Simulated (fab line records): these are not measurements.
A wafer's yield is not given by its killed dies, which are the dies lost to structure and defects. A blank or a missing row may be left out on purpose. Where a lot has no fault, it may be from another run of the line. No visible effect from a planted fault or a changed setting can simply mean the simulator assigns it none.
The tool behind it: which one? || flow gf180mcu || 39 wafers from 13 lots sampled at 2 of the route's 602 steps

WHAT EACH GAUGE READ, for each wafer
GF_V5_THK_MEAS_03. Usual: V5_CVD_02_THK 1445 nm, standard deviation 18.
{"lot": "L936", "measured": "day 26 12:51", "on": "film metro-03", "V5_CVD_02_THK (nm)": "1436 1462 1449", "flag": ""}
{"lot": "L937", "measured": "day 26 14:26", "on": "film metro-04", "V5_CVD_02_THK (nm)": "1435 1443 1430", "flag": ""}
{"lot": "L939", "measured": "day 27 16:20", "on": "film metro-03", "V5_CVD_02_THK (nm)": "1441 1456 1451", "flag": ""}
{"lot": "L941", "measured": "day 28 05:38", "on": "film metro-02", "V5_CVD_02_THK (nm)": "1440 1424 1464", "flag": ""}
{"lot": "L942", "measured": "day 28 10:05", "on": "film metro-02", "V5_CVD_02_THK (nm)": "1472 1466 1470", "flag": ""}
{"lot": "L943", "measured": "day 28 12:02", "on": "film metro-04", "V5_CVD_02_THK (nm)": "1435 1431 1462", "flag": ""}
{"lot": "L945", "measured": "day 29 06:58", "on": "film metro-04", "V5_CVD_02_THK (nm)": "1439 1420 1450", "flag": ""}
{"lot": "L946", "measured": "day 29 15:56", "on": "film metro-03", "V5_CVD_02_THK (nm)": "1420 1472 1449", "flag": ""}
{"lot": "L948", "measured": "day 30 00:38", "on": "film metro-03", "V5_CVD_02_THK (nm)": "1432 1410 1446", "flag": ""}
{"lot": "L949", "measured": "day 30 10:14", "on": "film metro-04", "V5_CVD_02_THK (nm)": "1448 1430 1440", "flag": ""}
{"lot": "L952", "measured": "day 31 03:18", "on": "film metro-04", "V5_CVD_02_THK (nm)": "1440 1465 1489", "flag": ""}
{"lot": "L957", "measured": "day 32 13:28", "on": "film metro-03", "V5_CVD_02_THK (nm)": "1434 1455 1460", "flag": ""}
{"lot": "L958", "measured": "day 32 14:14", "on": "film metro-03", "V5_CVD_02_THK (nm)": "1447 1450 1430", "flag": ""}

TOOL THAT RAN EACH LOT (tool first, then ch and the chambers of the sampled wafers, then the start)
{"lot": "L936", "GF_M4_SPUTTER_03": "pvd sputter-01, day 22 16:59"}
{"lot": "L937", "GF_M4_SPUTTER_03": "pvd sputter-02, day 22 19:38"}
{"lot": "L939", "GF_M4_SPUTTER_03": "pvd sputter-04, day 23 22:52"}
{"lot": "L941", "GF_M4_SPUTTER_03": "pvd sputter-02, day 24 15:14"}
{"lot": "L942", "GF_M4_SPUTTER_03": "pvd sputter-02, day 24 19:22"}
{"lot": "L943", "GF_M4_SPUTTER_03": "pvd sputter-02, day 24 22:45"}
{"lot": "L945", "GF_M4_SPUTTER_03": "pvd sputter-04, day 25 17:28"}
{"lot": "L946", "GF_M4_SPUTTER_03": "pvd sputter-04, day 26 04:30"}
{"lot": "L948", "GF_M4_SPUTTER_03": "pvd sputter-02, day 26 12:32"}
{"lot": "L949", "GF_M4_SPUTTER_03": "pvd sputter-01, day 26 23:10"}
{"lot": "L952", "GF_M4_SPUTTER_03": "pvd sputter-04, day 27 18:53"}
{"lot": "L957", "GF_M4_SPUTTER_03": "pvd sputter-02, day 29 09:04"}
{"lot": "L958", "GF_M4_SPUTTER_03": "pvd sputter-02, day 29 10:09"}
- GF_M4_SPUTTER_03: material Ti, target thk 10 nm, time 6.7 s.

WHAT THE TOOLS THEMSELVES READ (means of the sampled wafers that have a number; where no wafer has one, the mark that the record gives instead)
GF_M4_SPUTTER_03. Usual: throttle valve pct reads 29.9 % (standard deviation 0.86).
{"lot": "L936", "tool": "pvd sputter-01", "throttle valve pct (%)": 29.7, "flag": ""}
{"lot": "L937", "tool": "pvd sputter-02", "throttle valve pct (%)": 29.6, "flag": ""}
{"lot": "L939", "tool": "pvd sputter-04", "throttle valve pct (%)": 30.1, "flag": ""}
{"lot": "L941", "tool": "pvd sputter-02", "throttle valve pct (%)": 29.9, "flag": ""}
{"lot": "L942", "tool": "pvd sputter-02", "throttle valve pct (%)": 29.2, "flag": ""}
{"lot": "L943", "tool": "pvd sputter-02", "throttle valve pct (%)": 29.8, "flag": ""}
{"lot": "L945", "tool": "pvd sputter-04", "throttle valve pct (%)": 30.2, "flag": ""}
{"lot": "L946", "tool": "pvd sputter-04", "throttle valve pct (%)": 29.7, "flag": ""}
{"lot": "L948", "tool": "pvd sputter-02", "throttle valve pct (%)": 30.1, "flag": ""}
{"lot": "L949", "tool": "pvd sputter-01", "throttle valve pct (%)": 30.2, "flag": ""}
{"lot": "L952", "tool": "pvd sputter-04", "throttle valve pct (%)": 29.5, "flag": ""}
{"lot": "L957", "tool": "pvd sputter-02", "throttle valve pct (%)": 29.6, "flag": ""}
{"lot": "L958", "tool": "pvd sputter-02", "throttle valve pct (%)": 30.3, "flag": ""}

THE ANSWER, worked out from the rows above alone
Rule: a lot is off if the mean of its wafers that have a number lies more than 3 standard deviations from the usual mean. A lot without any number at a reading at which 4 lots or more have one is off too. All remaining lots with rows at the step are treated as sound. After the gauges, taken in route order, come the tools' own readings; for these a lot's mean is taken, as printed above. The first step at which some lot is off is used, and at that step the reading that is off furthest; a lot without a number counts as furthest.
None of the lots is off at any reading shown; this tells nothing.

WHAT WAS PUT IN BY THE SIMULATOR
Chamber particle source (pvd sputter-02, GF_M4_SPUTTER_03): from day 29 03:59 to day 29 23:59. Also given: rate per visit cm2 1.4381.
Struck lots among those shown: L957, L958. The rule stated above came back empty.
